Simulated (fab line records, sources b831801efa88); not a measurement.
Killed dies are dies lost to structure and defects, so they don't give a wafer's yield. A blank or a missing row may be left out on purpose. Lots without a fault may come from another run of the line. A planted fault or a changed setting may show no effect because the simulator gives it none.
fab line records | flow sky130
record lots=14 wafers=42 last_day=50
route steps=708 shown FIELD_ISO@12
lots that met no fault: from a run of the same line without faults
start_h: hours from the record's first day to the start of the lot's first wafer shown | wait_h: hours since the lot's step before | " the same as in the row above | L1.1+2: a row that stands for several wafers | - no value, or no start given | * or withheld: withheld | < > ~ a bound
route shown NAME@n: a module of which the file shows steps, and the number in the route of the first | usual: mean/standard deviation of fault-free wafers | same: alike in all rows | chamber/n: place in a boat | sites: the reading at each site | _std_site: their standard deviation | _edge_site: outer sites' mean less inner sites' | radius_mm: how far each site lies from the wafer's centre | mask NAME#n: copy n | behind: the tool/chamber that last shaped the wafer | hold: why the lot was held/for how many hours/how that ended | device: the transistor (n, p or np) that didn't switch | end of line: the same wafers' tests at the end of the route | a step without rows: its recipe alone | killed: dies lost to structure and defects at the first sort, not the wafer's yield | map: a wafer's dies, x killed, . not, _ none there
set.NAME: the setting as run; set.NAME@STEP: as run at that earlier step | model.NAME: the simulator's own value behind a step, which no gauge read
steps of the route over a sample of lots; a table a step, a row a wafer
## steps
# step SKY_FIELD_ISO_PEB_11
# recipe peb_temp_c=withheld peb_time_s=withheld resist=KrF-thick
# usual chill_plate_temp_C=* exhaust_pa=45.1/0.95
# columns lot.wafer tool chamber start_h wait_h chill_plate_temp_C exhaust_pa
L609.1 litho_track-02 0 29 - * 45.1
L609.2 " 0 " " * 44.9
L609.6 " 0 " " * 45.0
L610.2 litho_track-01 0 35 - * 43.5
L610.3 " 0 " " * 44.9
L610.6 " 0 " " * 44.1
L611.1 litho_track-03 0 41 - * 43.6
L611.5 " 0 " " * 43.9
L611.6 " 0 " " * 45.3
L616.4 litho_track-01 0 63 - * 45.8
L616.5 " 0 " " * 43.9
L616.6 " 0 " " * 43.5
L618.1 litho_track-01 0 74 - * 46.3
L618.2 " 0 " " * 45.4
L618.3 " 0 " " * 43.8
L619.1 litho_track-02 - 81 - - -
L619.2 " - " " - -
L619.5 " - " " - -
L620.1 litho_track-01 - 85 - - -
L620.2 " - " " - -
L620.4 " - " " - -
L621.1 litho_track-01 0 91 - * 44.2
L621.3 " 0 " " * 45.7
L621.4 " 0 " " * 47.5
L623.2 litho_track-03 0 99 - * 43.9
L623.3 " 0 " " * 43.9
L623.6 " 0 " " * 43.4
L628.1 litho_track-01 0 126 - * 43.6
L628.2 " 0 " " * 43.6
L628.4 " 0 " " * 45.5
L629.1 litho_track-03 0 134 - * 44.0
L629.2 " 0 " " * 43.7
L629.6 " 0 " " * 44.3
L630.3 litho_track-02 0 137 - * 45.1
L630.4 " 0 138 - * 43.8
L630.6 " 0 " " * 45.1
L631.2 litho_track-01 0 144 - * 45.2
L631.4 " 0 " " * 45.4
L631.5 " 0 " " * 45.0
L632.1 litho_track-03 0 149 - * 44.6
L632.3 " 0 " " * 46.3
L632.4 " 0 " " * 45.5
## key
first_sign step=SKY_FIELD_ISO_PEB_11 reading=tool_record direction=missing
effect none on later readings
met_at SKY_FIELD_ISO_PEB_11
struck_lots L619,L620
later_rows_left_out L619.1,L619.2,L619.5,L620.1,L620.2,L620.4
sort_left_out L619.1,L619.2,L619.5,L620.1,L620.2,L620.4
tester_left_out L619,L620
onset_between 74 81
fault kind=skipped_step_whole tool=litho_track-01,litho_track-02 chamber=- onset_h=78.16 steps=SKY_FIELD_ISO_PEB_11 scope=struck_lots_only
# tester_left_out: of these lots the tester's yield and bins aren't shown, on N5 and GAA mostly nor the transistor test; their killed dies are dies lost to structure and defects alone, not to doping, threshold or leakage, so they don't give the yield
# sort_left_out: the simulated sort isn't trusted on such a fault, so these wafers' sort isn't shown, and their yield isn't known
# later_rows_left_out: the simulator's readings of these wafers behind a module that went badly wrong aren't trusted and aren't shown, but for the sort
